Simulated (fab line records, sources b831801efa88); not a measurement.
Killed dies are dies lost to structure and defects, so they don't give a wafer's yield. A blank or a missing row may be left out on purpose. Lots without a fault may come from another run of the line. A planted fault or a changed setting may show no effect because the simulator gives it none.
A struck lot beside a sound one | flow sfq_line | 14 steps out of a route of 325
Sound: wafers L925.2, L925.3, L925.6. Struck: wafers L933.2, L933.3, L933.4. The cause comes at the end.
At each step with rows: each side's tool, then ch and its chambers, then its first start. Under that, the readings that differ: sound wafers | struck wafers | difference of the means | sigmas: that difference in standard deviations of wafers without a fault.
alike: readings whose means differ by less than 2 such deviations, and words and numbers that are the same on both sides. not compared: withheld readings, readings that some wafer has no value for, bounds like >300 that may hide the same value, and numbers for which the record gives no deviation and whose values overlap.
The two part at a step that has a row with sigmas, a row that says differs or no value, or rows on one side only. Numbers that don't overlap but have no deviation are shown without sigmas and don't part them. A reading that every wafer of one side lacks parts them only if that side has two wafers or more.

first, 2 steps without rows for these wafers: SFQ_TRILAYER_I2_VIA_STRIP_SOLV_CLEAN_072 (cleans in NMP, time 600 s); SFQ_TRILAYER_M3_DEP_PRE_CLEAN_074 (time 22.5 s).
SFQ_TRILAYER_M3_DEP_SPUTTER_073: material Nb, target thk 200 nm, time 133.3 s.
  sound on pvd_sputter-06, day 46 18:13; struck on pvd_sputter-04, day 50 17:49
  alike: throttle_valve_pct
SFQ_M3_RS_MEAS_919: measures by four-point-probe.
  sound on film_metro-04, day 46 18:20; struck on film_metro-01, day 50 17:56
  alike: M3_NB_RS
then, 6 steps without rows for these wafers: SFQ_TRILAYER_M3_LITHO_COAT_080 (resist thk 62 nm); SFQ_TRILAYER_M3_LITHO_COAT_075 (resist thk 600 nm); SFQ_TRILAYER_M3_LITHO_SOFTBAKE_079; SFQ_TRILAYER_M3_LITHO_EXPOSE_076 (exposes mask M3, target cd 500 nm); SFQ_TRILAYER_M3_LITHO_PEB_078 (peb time 60 s); SFQ_TRILAYER_M3_LITHO_DEVELOP_077 (time 60 s).
SFQ_M3_OVL_MEAS_921:
  sound on overlay-02, day 46 21:03; struck on overlay-01, day 50 20:36
  alike: M3_OVL
SFQ_TRILAYER_M3_BARC_OPEN_METAL_ETCH_100: etches BARC in O2, target depth 125 nm, time 41.7 s.
  sound on rie_metal-02 ch 0,1, day 46 21:05; struck on rie_metal-03 ch 0,1, day 50 20:38
  reading                                             | sound             | struck            | difference | sigmas
  oes_product_au (a.u.)                               | 0.687 0.683 0.692 | 0.674 0.681 0.677 | -0.010     | -2
  model.KrF_of_TRILAYER_M3_LITHO_COAT_075.thk_nm (nm) | 522.5 523.6 522.1 | 536.6 534.6 532.2 | +11.7      |
  alike: drypump_motor_current_A
  not compared: rf_hours_counter_h
SFQ_TRILAYER_M3_ETCH_METAL_ETCH_078: etches Nb in Cl2/Ar, stops on SiO2, target depth 240 nm, time 120 s.
  sound on rie_metal-02 ch 0,1, day 46 21:08; struck on rie_metal-03 ch 0,1, day 50 20:41
  reading                                             | sound             | struck          | difference | sigmas
  model.KrF_of_TRILAYER_M3_LITHO_COAT_075.thk_nm (nm) | 380.7 383.7 380.5 | 394 396.3 389.8 | +12        |
  alike: drypump_motor_current_A, oes_product_au
  not compared: rf_hours_counter_h
SFQ_TRILAYER_M3_STRIP_STRIP_079: strips in O2.
  sound on rie_metal-02 ch 0,1, day 46 21:16; struck on rie_metal-03 ch 0,1, day 50 20:49
  alike: drypump_motor_current_A, oes_product_au
  not compared: rf_hours_counter_h

WHERE THEY PART
Only at SFQ_TRILAYER_M3_BARC_OPEN_METAL_ETCH_100, within this record. Later steps at which nothing parts them and some readings are alike: SFQ_TRILAYER_M3_ETCH_METAL_ETCH_078, SFQ_TRILAYER_M3_STRIP_STRIP_079.

WHY: what the simulator had put in
Process parameter drift: rie_metal-03, from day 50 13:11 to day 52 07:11, at SFQ_TRILAYER_M3_BARC_OPEN_METAL_ETCH_100. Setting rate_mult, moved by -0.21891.
